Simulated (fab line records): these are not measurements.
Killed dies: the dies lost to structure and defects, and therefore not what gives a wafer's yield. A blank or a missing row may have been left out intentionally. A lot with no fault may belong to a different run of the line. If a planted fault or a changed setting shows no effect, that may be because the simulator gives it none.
Comparing a struck lot with a sound one :: flow sky130 :: 14 out of 708 route steps
Sound: these wafers, L493.2, L493.3, L493.5. The struck wafers were L501.2, L501.5, L501.6. The cause comes at the end.
At each step with rows: each side's tool, then ch and its chambers, then its first start. Under that, the readings that differ: sound wafers :: struck wafers :: difference of the means :: sigmas: that difference in standard deviations of wafers without a fault.
alike: words and numbers the same on both sides, and readings whose means are apart by under 2 such deviations; not compared: readings that were withheld, readings missing a value for some wafer, numbers with overlapping values and no deviation given by the record, and bounds like >300 which may hide the same value.
Wherever a step has rows on one side only, a row that says differs or no value, or a row with sigmas, the two part there. Numbers that have no deviation but don't overlap get no sigmas and don't part them. A reading missing from all wafers of one side parts the sides only when that side holds two or more wafers.

SKY_VIA1_CD_MEAS_12 targets a cd of 150 nm.
  struck on cd sem-02, day 38 08:14; sound on cd sem-01, day 36 09:44
  alike: cd nm
SKY_VIA1_OVL_MEAS_13:
  struck on overlay-02, day 38 08:20; sound on overlay-02, day 36 09:50
  alike: VIA1_OVL
SKY_VIA1_ETCH_14: etches BARC in N2/H2, stops on SiO2, time 45.9 s, target depth 60 nm.
  sound on rie diel-03 ch 1,3, day 36 09:52; struck on rie diel-04 ch 0,1,2, day 38 08:22
  alike: drypump motor current A, n2 flow sccm, oes product au, throttle valve pct
  not compared: rf hours counter h
SKY_VIA1_ETCH_15: etches SiO2 in C4F8/O2/Ar, stops on TiN, target depth 351 nm, time 54 s.
  sound on rie diel-03 ch 1,3, day 36 09:55; struck on rie diel-04 ch 0,1,2, day 38 08:25
  alike: oes product au
  not compared: rf hours counter h
SKY_VIA1_STRIP_16: strips in O2/N2.
  sound on plasma asher-02 ch 0,1, day 36 09:58; struck on plasma asher-01 ch 0,1, day 38 08:28
  alike: drypump motor current A, n2 flow sccm, oes product au, strip time to endpoint s
  not compared: rf hours counter h
then, 3 steps without rows for these wafers: SKY_VIA1_STRIP_17 (strips in post etch residue remover, time 1200 s); SKY_VIA1_CLEAN_18 (cleans in IPA, time 180 s); SKY_VIA1_CLEAN_19 (cleans in O3/DIW).
SKY_VIA1_SPUTTER_20: material TiN, target thk 20 nm, time 80 s.
  struck on pvd sputter-04, day 38 09:05; sound on pvd sputter-04, day 36 10:33
  alike: throttle valve pct
SKY_VIA1_CVD_21: deposits W, target thk 270 nm, time 80.902 s.
  sound on cvd w-01 ch 1, day 36 10:37; struck on cvd w-01 ch 0,1, day 38 09:08
  alike: chamber pressure Torr, heater power w
SKY_VIA1_RS_MEAS_22: a four-point-probe measurement.
  struck on film metro-03, day 38 09:15; sound on film metro-03, day 36 10:43
  alike: VIA1_W_RS
SKY_VIA1_THK_MEAS_23: measures by xrf.
  struck on film metro-03, day 38 09:22; sound on film metro-03, day 36 10:50
  alike: VIA1_W_THK
SKY_VIA1_CMP_24: polishes, stops on SiO2, t overpolish 15 s, target thk 0 nm.
  sound on cmp-02 ch 1,3, day 36 10:56; struck on cmp-01 ch 0,1,3, day 38 09:31
  no value came back on the struck wafers for any of 6 readings (edge zone pressure frac, head pressure psi (psi) and others); on the sound wafers edge zone pressure frac reads 0.998 0.998 0.989
reading: model.W_of_VIA1_CVD_21.thk nm (nm)
sound: 0 0 0
struck: 276.5 280.7 279.3
difference: +278.8
sigmas: 

reading: model.SiO2_of_VIA1_HDPCVD_00.thk nm (nm)
sound: 340.7 340.6 340.7
struck: 345.5 344.9 345.5
difference: +4.6
sigmas: 
-- the record jumps here: 11 days lie between the struck wafers' starts before and after (it left off in module VIA1 and takes up again in module PAD_OPEN, whose first step shown is number 708 of the route) --
SKY_PAD_OPEN_PROBE_99:
  struck on prober-01, day 49 05:13; sound on prober-02, day 47 17:40
reading: hold
sound: - - -
struck: await dispo/2.8h/scrap await dispo/2.8h/scrap await dispo/2.8h/scrap
difference: no value on the sound wafers
sigmas: 

reading: defect limited yield (%)
sound: 79.1 81.5 81.3
struck: 0 0 0
difference: -81
sigmas: -45

reading: killed_at_M0_to_M3
sound: 58 49 52
struck: 453 454 445
difference: +398
sigmas: +63

reading: killed dies
sound: 103 91 92
struck: 492 492 492
difference: +397
sigmas: +46

reading: killed on rim
sound: 21 15 21
struck: 96 96 96
difference: +77
sigmas: +21

reading: killed short
sound: 52 34 44
struck: 35 25 30
difference: -13
sigmas: -2

reading: sort_bin_3_pad_short (%)
sound: 1.4 0.6 1.4
struck: 83.5 86.0 84.3
difference: +83.5
sigmas: +99 or more

reading: sort n pass
sound: 389 401 400
struck: 0 0 0
difference: -397
sigmas: -45

reading: sort yield pct (%)
sound: 79.1 81.5 81.3
struck: 0 0 0
difference: -81
sigmas: -45
  alike: killed_at_M4_up, killed at contacts, killed at front end, killed at other, killed open, sort_bin_5_function, sort_bin_6_memory

## WHERE THEY PART
At SKY_VIA1_CMP_24 first; at SKY_PAD_OPEN_PROBE_99 last (within this record only).

WHY: whatever the simulator had introduced
Entire step skipped (cmp-01, SKY_VIA1_CMP_24), from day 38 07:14 onward. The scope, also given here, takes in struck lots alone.
